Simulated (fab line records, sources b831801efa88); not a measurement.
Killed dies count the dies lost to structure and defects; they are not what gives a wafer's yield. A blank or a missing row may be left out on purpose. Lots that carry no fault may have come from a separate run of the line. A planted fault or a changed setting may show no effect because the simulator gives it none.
One fault through the eyes of 2 desks :: flow sky130 :: only its own numbers are on each desk; what lay behind them is given at the end

== FOR THE TOOL OWNER'S DESK: plasma-asher-03 ==
The tool's own readings at SKY_VT_ADJUST_LVTN_STRIP_20 (strips in O2/N2): means of the sampled wafers that have a number, for each lot that ran on this tool. The brackets show how far a lot's mean lies from the usual mean; more than 4 standard deviations puts the lot out of limits, marked OUT.
Columns: A = drypump-motor-current-A at SKY_VT_ADJUST_LVTN_STRIP_20, usual 5.3 A; B = oes-product-au at SKY_VT_ADJUST_LVTN_STRIP_20, usual 0.716 a.u.; C = strip-time-to-endpoint-s at SKY_VT_ADJUST_LVTN_STRIP_20, usual 14.18 s
lot: L978
first seen here: day 8 05:10
A: 5.4
B: 0.719
C: 14.15

lot: L982
first seen here: day 9 06:37
A: 5.4
B: 0.715
C: 14.18

lot: L987
first seen here: day 10 13:37
A: 5.4
B: 0.717
C: 14.14

lot: L988
first seen here: day 10 20:18
A: 5.4
B: 0.719
C: 14.17

lot: L993
first seen here: day 12 07:49
A: 5.4
B: 0.922 (+46) OUT
C: -
This desk's verdict: out of limits on L993, starting with L993 at day 12 07:49 (oes-product-au at SKY_VT_ADJUST_LVTN_STRIP_20). L978, L982, L987, L988: within limits.

== FROM THE METROLOGY DESK ==
Means of the sampled wafers that have a number, per lot and without regard to the tool the lot ran on: this is what the gauges read. The brackets show how far a lot's mean lies from the usual mean; more than 4 standard deviations puts the lot out of limits, marked OUT.
Columns: A = PWDE_OVL at SKY_PWDE_OVL_MEAS_07, usual -0.9 nm; B = VT_ADJUST_LVTN_OVL at SKY_VT_ADJUST_LVTN_OVL_MEAS_07, usual 0.4 nm; C = VT_ADJUST_NCORE_TW at SKY_VT_ADJUST_NCORE_TW_MEAS_11, usual 219.0
lot: L977
first seen here: day 3 21:14
A: -1.3
B: -1.1
C: 218.1

lot: L978
first seen here: day 4 04:47
A: 2.4
B: 1.0
C: 217.3

lot: L979
first seen here: day 4 06:29
A: -3.6
B: 0.5
C: 219.6

lot: L982
first seen here: day 5 02:29
A: 0.7
B: -1.3
C: 220.0

lot: L983
first seen here: day 5 07:44
A: -1.7
B: 1.9
C: 218.0

lot: L984
first seen here: day 5 12:29
A: -1.0
B: 0.7
C: 219.8

lot: L985
first seen here: day 5 18:20
A: -0.9
B: 0.4
C: 218.7

lot: L986
first seen here: day 5 23:14
A: -0.4
B: -2.1
C: 218.7

lot: L987
first seen here: day 6 05:19
A: -0.3
B: 2.6
C: 219.2

lot: L988
first seen here: day 6 10:04
A: 1.4
B: 2.2
C: 217.5

lot: L991
first seen here: day 7 02:53
A: -1.1
B: 0.4
C: 218.1

lot: L993
first seen here: day 7 15:20
A: -0.3
B: 2.0
C: 30.1 (-99 or more) OUT

lot: L100
first seen here: day 9 10:08
A: -1.4
B: -0.2
C: 219.8
Per this desk, out of limits: L993; the first was L993, day 13 08:25 (VT_ADJUST_NCORE_TW at SKY_VT_ADJUST_NCORE_TW_MEAS_11). L977, L978, L979, L982, L983, L984, L985, L986, L987, L988, L991, L100: within limits.

== PUT TOGETHER ==
The tool owner's desk had the chance to raise an alarm at day 12 07:49 on L993.
The metrology desk could have raised an alarm at day 13 08:25, on L993.
The lots listed all ran SKY_VT_ADJUST_LVTN_STRIP_20 on plasma-asher-03.

== WHAT THE SIMULATOR HAD PUT IN ==
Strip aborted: plasma-asher-03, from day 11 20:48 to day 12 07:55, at SKY_VT_ADJUST_LVTN_STRIP_20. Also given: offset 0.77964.
Shown lots that were struck: L993.
Fault start to first reading out of limits, in hours, per desk: tool owner, 11; metrology, 36.
